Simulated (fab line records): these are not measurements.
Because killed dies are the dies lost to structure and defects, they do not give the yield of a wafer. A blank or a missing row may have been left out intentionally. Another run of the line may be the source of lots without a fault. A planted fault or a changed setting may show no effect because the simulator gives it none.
Matching of chambers || flow sky130 || cmp-02 running SKY_VIA4_CMP_02: 4 sister chambers
The step polishes SiO2. 4 wafers are shown with their chamber, then 8 later ones without.

## EACH WAFER AND ITS CHAMBER
{"wafer": "L628.2", "chamber": 0, "motor_current_A (A)": 10.8}
{"wafer": "L628.4", "chamber": 1, "motor_current_A (A)": 12.3}
{"wafer": "L628.5", "chamber": 2, "motor_current_A (A)": 14.9}
{"wafer": "L631.1", "chamber": 3, "motor_current_A (A)": 9.9}

## WAFERS WITH NO CHAMBER GIVEN
{"wafer": "L631.4", "motor_current_A (A)": 14.3}
{"wafer": "L631.5", "motor_current_A (A)": 11.5}
{"wafer": "L632.2", "motor_current_A (A)": 10.4}
{"wafer": "L632.5", "motor_current_A (A)": 10.4}
{"wafer": "L632.6", "motor_current_A (A)": 10.7}
{"wafer": "L640.1", "motor_current_A (A)": 9.8}
{"wafer": "L640.3", "motor_current_A (A)": 11.5}
{"wafer": "L640.6", "motor_current_A (A)": 12.5}

## THE CHAMBER EACH PASSED THROUGH
{"wafer": "L631.4", "from the rows above": 2, "in truth": 2}
{"wafer": "L631.5", "from the rows above": "can't be placed: 0 or 1 or 3", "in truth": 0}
{"wafer": "L632.2", "from the rows above": "can't be placed: 0 or 3", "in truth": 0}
{"wafer": "L632.5", "from the rows above": "can't be placed: 0 or 3", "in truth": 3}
{"wafer": "L632.6", "from the rows above": "can't be placed: 0 or 3", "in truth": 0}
{"wafer": "L640.1", "from the rows above": "can't be placed: 3 or 0", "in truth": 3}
{"wafer": "L640.3", "from the rows above": "can't be placed: 0 or 1 or 3", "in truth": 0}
{"wafer": "L640.6", "from the rows above": 1, "in truth": 1}
Correct placement for 2 of the 8. Not placeable from these rows: 6 (in 6, the candidates include the true chamber). Placed wrongly: 0.
How it was worked out, from the rows above alone: a wafer's distance from a chamber is the root of the sum, over the readings, of the square of ((its reading less the chamber's mean) divided by the reading's scatter). If the next closest chamber is less than 2 further off than the closest, the wafer can't be placed; otherwise it belongs to the closest. The mean given for a chamber averages the wafers shown for that chamber. The scatter (one wafer shown for each chamber): square how far every hidden wafer sits from the nearest shown wafer, average those squares and take the square root.
